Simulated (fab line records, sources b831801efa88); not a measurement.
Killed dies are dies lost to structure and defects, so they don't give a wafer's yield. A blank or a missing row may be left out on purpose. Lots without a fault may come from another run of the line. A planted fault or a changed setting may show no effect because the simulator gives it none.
Problem report in the 8D (eight disciplines) form, filled by code | flow sky130 | the parts of the form that need people (team, actions taken, sign-off) are left out

1. THE PROBLEM
beam_energy_keV at SKY_LDD_N_IMPLANT_13 reads a mean of 55.425 on 6 wafers of 2 lots; wafers without a fault read 50.000 with a standard deviation of 0.017. That is +99 or more standard deviations from the usual mean.
First seen on wafer L847.1, day 22 17:27, on implanter-01. The record holds 18 wafers of 6 lots with a number at this step. Rule for "out", or "out of limits": more than 4 standard deviations from the usual mean. The other wafers with a number count as sound.

2. WHAT IT IS AND WHAT IT IS NOT
question                    | is                     | is not
which readings at this step | beam_energy_keV        | beam_on_s
which lots                  | L847, L849             | L836, L846, L848, L856
which wafers of those lots  | all that have a number | -
read on which tools         | implanter-01           | implanter-02, implanter-04
when                        | from day 22 17:27      | up to then (6 sound wafers); but 6 sound wafers of L848, L856 came after

3. SUSPECTS, AND WHAT RULES EACH OUT
Counting: a tool at a process step up to the reading stays a suspect if it ran every lot that is out and no sound lot after the first of them.
- implanter-01 at SKY_LDD_N_IMPLANT_13: kept. It ran every lot that is out, first L847 (day 22 17:27), and no sound lot after that; its last sound lot up to then is L836 (day 19 12:13). Its own readings are out on those wafers: beam_energy_keV.
Left after counting: implanter-01 at SKY_LDD_N_IMPLANT_13.

4. THE CAUSE (what the simulator had put in)
Process parameter drift: implanter-01, from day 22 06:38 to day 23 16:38, at SKY_LDD_N_IMPLANT_13. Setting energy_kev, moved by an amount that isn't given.
Counting left only this tool.

5. THE CHAIN OF EFFECTS, in route order
Each row: a reading whose mean over the struck wafers that have a number lies more than 3 standard deviations from the usual. Only readings for which the record gives a usual standard deviation are gone through. hours: the time from each lot's start at the first step in this table that gives one to its start at this step, as a median over the lots. sigmas: the change in usual standard deviations.
hours | step                 | reading         | usual  | on struck wafers | change | sigmas
0     | SKY_LDD_N_IMPLANT_13 | beam_energy_keV | 50.000 | 55.425           | +5.425 | +99 or more
The process steps in it:
- SKY_LDD_N_IMPLANT_13

6. WHAT WOULD HAVE CAUGHT IT SOONER
In this record the first reading out of limits was taken at day 22 17:27, 11 hours after the fault began at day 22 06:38.
